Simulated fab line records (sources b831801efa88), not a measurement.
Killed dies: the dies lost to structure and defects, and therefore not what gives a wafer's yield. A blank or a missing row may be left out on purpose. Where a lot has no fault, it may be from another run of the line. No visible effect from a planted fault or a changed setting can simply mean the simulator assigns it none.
fab line records / flow sfq_line / part 2 of 2: steps 28 to 38 of 38
record lots=5 wafers=15 last_day=90
route steps=325 shown L0@12 L0V@16 M0@28 I0@43
lots that met no fault: taken from a fault-free run of the same line
start_h: the number of hours between the record's first day and the start of the first shown wafer of the lot / wait_h: time in hours since the lot's previous step / " same as the row above / L1.1+2: one row covering several wafers at once / - no value, or no start was given / * or withheld: withheld / < > ~ a bound
route shown NAME@n: a module of which the file shows steps, and the number in the route of the first / usual: mean and standard deviation over wafers with no fault / same: alike in all rows / chamber/n: place in a boat / sites: each site's reading / _std_site: standard deviation across them / _edge_site: inner sites' mean taken away from outer sites' mean / radius_mm: how far each site lies from the wafer's centre / mask NAME#n: copy n / behind: the most recent tool/chamber to have shaped the wafer / hold: why the lot was held/for how many hours/how that ended / device: names the non-switching transistor (n, p or np) / end of line: tests of these same wafers at the route's end / where a step has no rows: the recipe by itself / killed: not the wafer's yield, but the dies lost to structure and defects at the first sort / map: dies across one wafer; x = killed, . = not, _ = none there
set.NAME: setting as actually run; set.NAME@STEP: the setting as run at that earlier step / model.NAME: the simulator's own value behind a step, which no gauge read
a table for each step, a row for each wafer; lots at some steps of the route
services: from which hour (start_h, from the record's first day; less than 0 if before it) a tool's chamber was out of use, for how many hours, and why
## steps
# step SFQ_TRILAYER_M0_ETCH_METAL_ETCH_024
# recipe target=Nb stop_on=SiO2 mask_material=PR chemistry=Cl2/Ar target_depth_nm=240 icp_w=600 bias_w=80 pressure_mtorr=10 time_s=120
# usual drypump_motor_current_A=5.9/0.41 oes_product_au=0.896/0.0067
lot.wafer=L078.3 tool=rie_metal-03 chamber=1 start_h=269.00 wait_h=0.1 drypump_motor_current_A=6.0 oes_product_au=0.893 rf_hours_counter_h=-
lot.wafer=L078.5 tool=rie_metal-03 chamber=0 start_h=269.00 wait_h=0.1 drypump_motor_current_A=6.1 oes_product_au=0.899 rf_hours_counter_h=-
lot.wafer=L078.6 tool=rie_metal-03 chamber=1 start_h=269.00 wait_h=0.1 drypump_motor_current_A=6.0 oes_product_au=0.896 rf_hours_counter_h=-
lot.wafer=L080.1 tool=rie_metal-01 chamber=0 start_h=273.76 wait_h=0.0 drypump_motor_current_A=6.4 oes_product_au=0.904 rf_hours_counter_h=158
lot.wafer=L080.3 tool=rie_metal-01 chamber=0 start_h=273.76 wait_h=0.0 drypump_motor_current_A=6.4 oes_product_au=0.900 rf_hours_counter_h=-
lot.wafer=L080.6 tool=rie_metal-01 chamber=1 start_h=273.76 wait_h=0.0 drypump_motor_current_A=5.9 oes_product_au=0.894 rf_hours_counter_h=-
lot.wafer=L092.1 tool=rie_metal-04 chamber=1 start_h=420.20 wait_h=0.0 drypump_motor_current_A=5.9 oes_product_au=0.895 rf_hours_counter_h=21
lot.wafer=L092.3 tool=rie_metal-04 chamber=1 start_h=420.20 wait_h=0.0 drypump_motor_current_A=5.9 oes_product_au=0.902 rf_hours_counter_h=-
lot.wafer=L092.6 tool=rie_metal-04 chamber=1 start_h=420.20 wait_h=0.0 drypump_motor_current_A=5.8 oes_product_au=0.903 rf_hours_counter_h=-
lot.wafer=L093.2 tool=rie_metal-01 chamber=1 start_h=425.00 wait_h=0.0 drypump_motor_current_A=5.9 oes_product_au=0.882 rf_hours_counter_h=97
lot.wafer=L093.3 tool=rie_metal-01 chamber=1 start_h=425.00 wait_h=0.0 drypump_motor_current_A=5.9 oes_product_au=0.890 rf_hours_counter_h=-
lot.wafer=L093.6 tool=rie_metal-01 chamber=0 start_h=425.00 wait_h=0.0 drypump_motor_current_A=6.5 oes_product_au=0.896 rf_hours_counter_h=-
lot.wafer=L094.2 tool=rie_metal-01 chamber=1 start_h=429.43 wait_h=0.0 drypump_motor_current_A=5.9 oes_product_au=0.883 rf_hours_counter_h=97
lot.wafer=L094.3 tool=rie_metal-01 chamber=1 start_h=429.43 wait_h=0.0 drypump_motor_current_A=5.9 oes_product_au=0.905 rf_hours_counter_h=-
lot.wafer=L094.4 tool=rie_metal-01 chamber=0 start_h=429.43 wait_h=0.0 drypump_motor_current_A=6.4 oes_product_au=0.886 rf_hours_counter_h=-
# step SFQ_TRILAYER_M0_STRIP_STRIP_025
# recipe gas=O2 power_w=200 platen_temp_c=40 overash_fraction=0.6742 chemistry=O2 pressure_mtorr=50
# usual drypump_motor_current_A=5.9/0.41 oes_product_au=1.004/0.0068
lot.wafer=L078.3 tool=rie_metal-03 chamber=1 start_h=269.28 wait_h=0.2 drypump_motor_current_A=6.0 oes_product_au=1.003 rf_hours_counter_h=-
lot.wafer=L078.5 tool=rie_metal-03 chamber=0 start_h=269.28 wait_h=0.2 drypump_motor_current_A=6.1 oes_product_au=1.007 rf_hours_counter_h=-
lot.wafer=L078.6 tool=rie_metal-03 chamber=1 start_h=269.28 wait_h=0.2 drypump_motor_current_A=6.0 oes_product_au=0.995 rf_hours_counter_h=-
lot.wafer=L080.1 tool=rie_metal-01 chamber=0 start_h=273.88 wait_h=0.1 drypump_motor_current_A=6.4 oes_product_au=0.989 rf_hours_counter_h=158
lot.wafer=L080.3 tool=rie_metal-01 chamber=0 start_h=273.88 wait_h=0.1 drypump_motor_current_A=6.5 oes_product_au=0.999 rf_hours_counter_h=-
lot.wafer=L080.6 tool=rie_metal-01 chamber=1 start_h=273.88 wait_h=0.1 drypump_motor_current_A=5.9 oes_product_au=1.010 rf_hours_counter_h=-
lot.wafer=L092.1 tool=rie_metal-04 chamber=1 start_h=420.32 wait_h=0.1 drypump_motor_current_A=5.8 oes_product_au=0.990 rf_hours_counter_h=21
lot.wafer=L092.3 tool=rie_metal-04 chamber=1 start_h=420.32 wait_h=0.1 drypump_motor_current_A=5.8 oes_product_au=0.992 rf_hours_counter_h=-
lot.wafer=L092.6 tool=rie_metal-04 chamber=1 start_h=420.32 wait_h=0.1 drypump_motor_current_A=5.8 oes_product_au=0.997 rf_hours_counter_h=-
lot.wafer=L093.2 tool=rie_metal-01 chamber=1 start_h=425.12 wait_h=0.1 drypump_motor_current_A=5.9 oes_product_au=1.014 rf_hours_counter_h=97
lot.wafer=L093.3 tool=rie_metal-01 chamber=1 start_h=425.12 wait_h=0.1 drypump_motor_current_A=5.9 oes_product_au=1.011 rf_hours_counter_h=-
lot.wafer=L093.6 tool=rie_metal-01 chamber=0 start_h=425.12 wait_h=0.1 drypump_motor_current_A=6.5 oes_product_au=1.007 rf_hours_counter_h=-
lot.wafer=L094.2 tool=rie_metal-01 chamber=1 start_h=429.56 wait_h=0.1 drypump_motor_current_A=5.9 oes_product_au=1.001 rf_hours_counter_h=97
lot.wafer=L094.3 tool=rie_metal-01 chamber=1 start_h=429.56 wait_h=0.1 drypump_motor_current_A=5.9 oes_product_au=1.006 rf_hours_counter_h=-
lot.wafer=L094.4 tool=rie_metal-01 chamber=0 start_h=429.56 wait_h=0.1 drypump_motor_current_A=6.5 oes_product_au=0.992 rf_hours_counter_h=-
# step SFQ_TRILAYER_M0_STRIP_SOLV_CLEAN_026
# recipe chemistry=NMP temp_c=70 time_s=600
lot.wafer=L078.3+5+6 tool=wet_bench-04 chamber=0,1,2 start_h=269.68 wait_h=0.2
lot.wafer=L080.1+3+6 tool=wet_bench-03 chamber=7,1,0 start_h=274.48 wait_h=0.4
lot.wafer=L092.1+3+6 tool=wet_bench-01 chamber=0,1,6 start_h=420.92 wait_h=0.4
lot.wafer=L093.2+3+6 tool=wet_bench-04 chamber=7,0,2 start_h=425.72 wait_h=0.4
lot.wafer=L094.2+3+4 tool=wet_bench-04 chamber=7,4,5 start_h=430.16 wait_h=0.4
# step SFQ_TRILAYER_I0_DEP_PECVD_027
# recipe material=SiO2 temp_c=150 time_s=111.11 pressure_torr=2.4 rf_w=183.3 precursor=SiH4/N2O target_thk_nm=500
# usual heater_power_w=76/9.6 throttle_valve_pct=25.5/1.3
lot.wafer=L078.3 tool=pecvd-03 chamber=1 start_h=269.86 wait_h=0.0 heater_power_w=81 since_wet_clean_h=815 throttle_valve_pct=27.0
lot.wafer=L078.5 tool=pecvd-03 chamber=1 start_h=269.86 wait_h=0.0 heater_power_w=65 since_wet_clean_h=- throttle_valve_pct=26.7
lot.wafer=L078.6 tool=pecvd-03 chamber=0 start_h=269.86 wait_h=0.0 heater_power_w=81 since_wet_clean_h=- throttle_valve_pct=26.9
lot.wafer=L080.1 tool=pecvd-03 chamber=1 start_h=274.66 wait_h=0.0 heater_power_w=76 since_wet_clean_h=819 throttle_valve_pct=26.8
lot.wafer=L080.3 tool=pecvd-03 chamber=0 start_h=274.66 wait_h=0.0 heater_power_w=79 since_wet_clean_h=819 throttle_valve_pct=26.9
lot.wafer=L080.6 tool=pecvd-03 chamber=2 start_h=274.66 wait_h=0.0 heater_power_w=76 since_wet_clean_h=- throttle_valve_pct=24.9
lot.wafer=L092.1 tool=pecvd-04 chamber=2 start_h=421.10 wait_h=0.0 heater_power_w=89 since_wet_clean_h=582 throttle_valve_pct=23.9
lot.wafer=L092.3 tool=pecvd-04 chamber=1 start_h=421.10 wait_h=0.0 heater_power_w=77 since_wet_clean_h=582 throttle_valve_pct=24.7
lot.wafer=L092.6 tool=pecvd-04 chamber=2 start_h=421.10 wait_h=0.0 heater_power_w=92 since_wet_clean_h=- throttle_valve_pct=24.2
lot.wafer=L093.2 tool=pecvd-04 chamber=2 start_h=425.90 wait_h=0.0 heater_power_w=92 since_wet_clean_h=587 throttle_valve_pct=24.2
lot.wafer=L093.3 tool=pecvd-04 chamber=0 start_h=425.90 wait_h=0.0 heater_power_w=60 since_wet_clean_h=587 throttle_valve_pct=24.4
lot.wafer=L093.6 tool=pecvd-04 chamber=2 start_h=425.90 wait_h=0.0 heater_power_w=95 since_wet_clean_h=- throttle_valve_pct=24.2
lot.wafer=L094.2 tool=pecvd-03 chamber=0 start_h=430.33 wait_h=0.0 heater_power_w=81 since_wet_clean_h=975 throttle_valve_pct=27.9
lot.wafer=L094.3 tool=pecvd-03 chamber=1 start_h=430.33 wait_h=0.0 heater_power_w=75 since_wet_clean_h=975 throttle_valve_pct=27.0
lot.wafer=L094.4 tool=pecvd-03 chamber=1 start_h=430.33 wait_h=0.0 heater_power_w=79 since_wet_clean_h=- throttle_valve_pct=27.1
# step SFQ_TRILAYER_I0_CMP_CMP_028
# recipe material=SiO2 down_force_psi=3 platen_rpm=60 pad_velocity_m_s=0.94248
# usual motor_current_A=10.0/1.3 time_to_endpoint_s=214/6.1
lot.wafer=L078.3 tool=cmp-02 chamber=3 start_h=274.66 wait_h=4.8 motor_current_A=8.3 time_to_endpoint_s=202
lot.wafer=L078.6 tool=cmp-02 chamber=1 start_h=275.66 wait_h=5.7 motor_current_A=10.1 time_to_endpoint_s=218
lot.wafer=L078.5 tool=cmp-02 chamber=2 start_h=275.66 wait_h=5.7 motor_current_A=11.3 time_to_endpoint_s=219
lot.wafer=L080.1 tool=cmp-01 chamber=2 start_h=278.94 wait_h=4.2 motor_current_A=12.0 time_to_endpoint_s=206
lot.wafer=L080.3 tool=cmp-01 chamber=3 start_h=278.94 wait_h=4.2 motor_current_A=8.4 time_to_endpoint_s=206
lot.wafer=L080.6 tool=cmp-01 chamber=2 start_h=280.94 wait_h=6.2 motor_current_A=11.4 time_to_endpoint_s=205
lot.wafer=L092.3 tool=cmp-02 chamber=3 start_h=423.70 wait_h=2.6 motor_current_A=8.4 time_to_endpoint_s=220
lot.wafer=L092.1 tool=cmp-02 chamber=2 start_h=425.20 wait_h=4.1 motor_current_A=11.5 time_to_endpoint_s=219
lot.wafer=L092.6 tool=cmp-02 chamber=3 start_h=425.20 wait_h=4.1 motor_current_A=8.4 time_to_endpoint_s=220
lot.wafer=L093.3 tool=cmp-02 chamber=3 start_h=426.70 wait_h=0.8 motor_current_A=8.6 time_to_endpoint_s=200
lot.wafer=L093.2 tool=cmp-02 chamber=2 start_h=428.20 wait_h=2.3 motor_current_A=11.4 time_to_endpoint_s=214
lot.wafer=L093.6 tool=cmp-02 chamber=3 start_h=428.20 wait_h=2.3 motor_current_A=8.5 time_to_endpoint_s=217
lot.wafer=L094.3 tool=cmp-01 chamber=1 start_h=430.91 wait_h=0.5 motor_current_A=9.3 time_to_endpoint_s=200
lot.wafer=L094.4 tool=cmp-01 chamber=2 start_h=430.91 wait_h=0.5 motor_current_A=12.2 time_to_endpoint_s=216
lot.wafer=L094.2 tool=cmp-01 chamber=3 start_h=430.91 wait_h=0.5 motor_current_A=8.6 time_to_endpoint_s=213
# step SFQ_I0_BOW_MEAS_907
# recipe mode=bow
# usual I0_BOW=0/7.2
lot.wafer=L078.3 tool=film_metro-01 chamber=- start_h=276.70 wait_h=1.5 I0_BOW[um]=8
lot.wafer=L078.5 tool=film_metro-01 chamber=- start_h=276.70 wait_h=1.5 I0_BOW[um]=4
lot.wafer=L078.6 tool=film_metro-01 chamber=- start_h=276.70 wait_h=1.5 I0_BOW[um]=-3
lot.wafer=L080.1 tool=film_metro-02 chamber=- start_h=281.44 wait_h=2.0 I0_BOW[um]=14
lot.wafer=L080.3 tool=film_metro-02 chamber=- start_h=281.44 wait_h=2.0 I0_BOW[um]=8
lot.wafer=L080.6 tool=film_metro-02 chamber=- start_h=281.44 wait_h=2.0 I0_BOW[um]=-3
lot.wafer=L092.1 tool=film_metro-02 chamber=- start_h=426.70 wait_h=1.0 I0_BOW[um]=10
lot.wafer=L092.3 tool=film_metro-02 chamber=- start_h=426.70 wait_h=1.0 I0_BOW[um]=2
lot.wafer=L092.6 tool=film_metro-02 chamber=- start_h=426.70 wait_h=1.0 I0_BOW[um]=-8
lot.wafer=L093.2 tool=film_metro-02 chamber=- start_h=429.72 wait_h=1.0 I0_BOW[um]=7
lot.wafer=L093.3 tool=film_metro-02 chamber=- start_h=429.72 wait_h=1.0 I0_BOW[um]=5
lot.wafer=L093.6 tool=film_metro-02 chamber=- start_h=429.72 wait_h=1.0 I0_BOW[um]=6
lot.wafer=L094.2 tool=film_metro-03 chamber=- start_h=433.43 wait_h=1.0 I0_BOW[um]=4
lot.wafer=L094.3 tool=film_metro-03 chamber=- start_h=433.43 wait_h=1.0 I0_BOW[um]=-10
lot.wafer=L094.4 tool=film_metro-03 chamber=- start_h=433.43 wait_h=1.0 I0_BOW[um]=-1
# step SFQ_TRILAYER_I0_METRO_MEASURE_029
# usual thk_nm=200.2/0.86
lot.wafer=L078.3 tool=film_metro-01 chamber=- start_h=277.18 wait_h=0.5 thk_nm=198.8
lot.wafer=L078.5 tool=film_metro-01 chamber=- start_h=277.18 wait_h=0.5 thk_nm=199.4
lot.wafer=L078.6 tool=film_metro-01 chamber=- start_h=277.18 wait_h=0.5 thk_nm=199.3
lot.wafer=L080.1 tool=film_metro-02 chamber=- start_h=281.56 wait_h=0.1 thk_nm=200.5
lot.wafer=L080.3 tool=film_metro-02 chamber=- start_h=281.56 wait_h=0.1 thk_nm=201.1
lot.wafer=L080.6 tool=film_metro-02 chamber=- start_h=281.56 wait_h=0.1 thk_nm=200.5
lot.wafer=L092.1 tool=film_metro-02 chamber=- start_h=426.82 wait_h=0.1 thk_nm=201.6
lot.wafer=L092.3 tool=film_metro-02 chamber=- start_h=426.82 wait_h=0.1 thk_nm=198.8
lot.wafer=L092.6 tool=film_metro-02 chamber=- start_h=426.82 wait_h=0.1 thk_nm=200.3
lot.wafer=L093.2 tool=film_metro-02 chamber=- start_h=430.02 wait_h=0.3 thk_nm=199.5
lot.wafer=L093.3 tool=film_metro-02 chamber=- start_h=430.02 wait_h=0.3 thk_nm=198.3
lot.wafer=L093.6 tool=film_metro-02 chamber=- start_h=430.02 wait_h=0.3 thk_nm=198.0
lot.wafer=L094.2 tool=film_metro-03 chamber=- start_h=433.73 wait_h=0.3 thk_nm=200.1
lot.wafer=L094.3 tool=film_metro-03 chamber=- start_h=433.73 wait_h=0.3 thk_nm=200.7
lot.wafer=L094.4 tool=film_metro-03 chamber=- start_h=433.73 wait_h=0.3 thk_nm=199.9
# step SFQ_TRILAYER_I0_VIA_LITHO_COAT_036
# recipe resist=BARC spin_rpm=3000 resist_thk_nm=62
# usual dispense_pressure_kPa=48/5.2
lot.wafer=L078.3 tool=litho_track-01 chamber=0 start_h=278.08 wait_h=0.7 dispense_pressure_kPa=42
lot.wafer=L078.5 tool=litho_track-01 chamber=0 start_h=278.08 wait_h=0.7 dispense_pressure_kPa=42
lot.wafer=L078.6 tool=litho_track-01 chamber=0 start_h=278.08 wait_h=0.7 dispense_pressure_kPa=42
lot.wafer=L080.1 tool=litho_track-01 chamber=0 start_h=282.76 wait_h=1.0 dispense_pressure_kPa=42
lot.wafer=L080.3 tool=litho_track-01 chamber=0 start_h=282.76 wait_h=1.0 dispense_pressure_kPa=42
lot.wafer=L080.6 tool=litho_track-01 chamber=0 start_h=282.76 wait_h=1.0 dispense_pressure_kPa=42
lot.wafer=L092.1 tool=litho_track-04 chamber=0 start_h=428.02 wait_h=1.0 dispense_pressure_kPa=55
lot.wafer=L092.3 tool=litho_track-04 chamber=0 start_h=428.02 wait_h=1.0 dispense_pressure_kPa=55
lot.wafer=L092.6 tool=litho_track-04 chamber=0 start_h=428.02 wait_h=1.0 dispense_pressure_kPa=55
lot.wafer=L093.2 tool=litho_track-02 chamber=0 start_h=431.07 wait_h=0.8 dispense_pressure_kPa=52
lot.wafer=L093.3 tool=litho_track-02 chamber=0 start_h=431.07 wait_h=0.8 dispense_pressure_kPa=52
lot.wafer=L093.6 tool=litho_track-02 chamber=0 start_h=431.07 wait_h=0.8 dispense_pressure_kPa=52
lot.wafer=L094.2 tool=litho_track-01 chamber=0 start_h=434.78 wait_h=0.8 dispense_pressure_kPa=42
lot.wafer=L094.3 tool=litho_track-01 chamber=0 start_h=434.78 wait_h=0.8 dispense_pressure_kPa=42
lot.wafer=L094.4 tool=litho_track-01 chamber=0 start_h=434.78 wait_h=0.8 dispense_pressure_kPa=42
# step SFQ_TRILAYER_I0_VIA_LITHO_COAT_031
# recipe resist=KrF spin_rpm=3000 resist_thk_nm=650
# usual dispense_pressure_kPa=48/5.2
lot.wafer=L078.3 tool=litho_track-01 chamber=0 start_h=278.38 wait_h=0.2 dispense_pressure_kPa=42
lot.wafer=L078.5 tool=litho_track-01 chamber=0 start_h=278.38 wait_h=0.2 dispense_pressure_kPa=42
lot.wafer=L078.6 tool=litho_track-01 chamber=0 start_h=278.38 wait_h=0.2 dispense_pressure_kPa=42
lot.wafer=L080.1 tool=litho_track-01 chamber=0 start_h=283.06 wait_h=0.2 dispense_pressure_kPa=42
lot.wafer=L080.3 tool=litho_track-01 chamber=0 start_h=283.06 wait_h=0.2 dispense_pressure_kPa=42
lot.wafer=L080.6 tool=litho_track-01 chamber=0 start_h=283.06 wait_h=0.2 dispense_pressure_kPa=42
lot.wafer=L092.1 tool=litho_track-04 chamber=0 start_h=428.32 wait_h=0.2 dispense_pressure_kPa=55
lot.wafer=L092.3 tool=litho_track-04 chamber=0 start_h=428.32 wait_h=0.2 dispense_pressure_kPa=55
lot.wafer=L092.6 tool=litho_track-04 chamber=0 start_h=428.32 wait_h=0.2 dispense_pressure_kPa=55
lot.wafer=L093.2 tool=litho_track-02 chamber=0 start_h=431.37 wait_h=0.2 dispense_pressure_kPa=52
lot.wafer=L093.3 tool=litho_track-02 chamber=0 start_h=431.37 wait_h=0.2 dispense_pressure_kPa=52
lot.wafer=L093.6 tool=litho_track-02 chamber=0 start_h=431.37 wait_h=0.2 dispense_pressure_kPa=52
lot.wafer=L094.2 tool=litho_track-01 chamber=0 start_h=435.08 wait_h=0.2 dispense_pressure_kPa=42
lot.wafer=L094.3 tool=litho_track-01 chamber=0 start_h=435.08 wait_h=0.2 dispense_pressure_kPa=42
lot.wafer=L094.4 tool=litho_track-01 chamber=0 start_h=435.08 wait_h=0.2 dispense_pressure_kPa=42
# step SFQ_TRILAYER_I0_VIA_LITHO_SOFTBAKE_035
# recipe temp_c=withheld time_s=withheld resist=KrF
lot.wafer=L078.3+5+6 tool=litho_track-01 chamber=0 start_h=278.63 wait_h=0.2
lot.wafer=L080.1+3+6 tool=litho_track-01 chamber=0 start_h=283.36 wait_h=0.2
lot.wafer=L092.1+3+6 tool=litho_track-04 chamber=0 start_h=428.62 wait_h=0.2
lot.wafer=L093.2+3+6 tool=litho_track-02 chamber=0 start_h=431.65 wait_h=0.2
lot.wafer=L094.2+3+4 tool=litho_track-01 chamber=0 start_h=435.35 wait_h=0.2
# step SFQ_TRILAYER_I0_VIA_LITHO_EXPOSE_032
# recipe mask_id=I0 na=0.6 source_shape=conventional sigma_outer=0.65 target_cd_nm=500 dose_mj=21.3
lot.wafer=L078.3+5+6 tool=krf_scanner-02 chamber=0 start_h=399.80 wait_h=- mask=I0#0
lot.wafer=L080.1+3+6 tool=krf_scanner-02 chamber=0 start_h=404.20 wait_h=- mask=I0#0
lot.wafer=L092.1+3+6 tool=krf_scanner-02 chamber=0 start_h=593.21 wait_h=- mask=I0#0
lot.wafer=L093.2+3+6 tool=krf_scanner-01 chamber=0 start_h=597.48 wait_h=- mask=I0#0
lot.wafer=L094.2+3+4 tool=krf_scanner-02 chamber=0 start_h=601.30 wait_h=- mask=I0#0
## services
tool=krf_scanner-01 chamber=- start_h=64.72 hours=1.4 kind=repair
tool=krf_scanner-01 chamber=- start_h=76.58 hours=4.4 kind=pm
tool=krf_scanner-01 chamber=- start_h=88.16 hours=0.8 kind=pm
tool=krf_scanner-02 chamber=- start_h=88.94 hours=0.8 kind=pm
tool=krf_scanner-02 chamber=- start_h=181.19 hours=1.3 kind=pm
tool=krf_scanner-02 chamber=- start_h=182.49 hours=1.0 kind=pm
tool=rie_metal-04 chamber=1 start_h=239.92 hours=8.4 kind=repair
tool=rie_metal-04 chamber=- start_h=253.39 hours=2.8 kind=pm
tool=krf_scanner-02 chamber=- start_h=257.89 hours=0.8 kind=pm
tool=krf_scanner-02 chamber=- start_h=277.24 hours=0.2 kind=repair
tool=krf_scanner-02 chamber=- start_h=284.24 hours=0.4 kind=repair
tool=rie_metal-01 chamber=- start_h=287.48 hours=1.2 kind=repair
tool=krf_scanner-02 chamber=- start_h=332.30 hours=1.3 kind=pm
tool=krf_scanner-02 chamber=- start_h=337.20 hours=1.0 kind=pm
tool=rie_metal-01 chamber=- start_h=344.68 hours=1.2 kind=repair
tool=rie_metal-01 chamber=- start_h=364.77 hours=14.6 kind=pm
tool=krf_scanner-02 chamber=- start_h=425.80 hours=0.8 kind=pm
tool=rie_metal-01 chamber=0 start_h=436.33 hours=35.0 kind=repair
tool=rie_metal-04 chamber=- start_h=448.85 hours=15.6 kind=pm
tool=krf_scanner-02 chamber=- start_h=505.96 hours=1.0 kind=pm
tool=krf_scanner-02 chamber=- start_h=507.18 hours=1.3 kind=repair
tool=krf_scanner-02 chamber=- start_h=507.25 hours=1.4 kind=repair
tool=krf_scanner-02 chamber=- start_h=531.41 hours=1.3 kind=pm
tool=krf_scanner-02 chamber=- start_h=595.61 hours=0.8 kind=pm
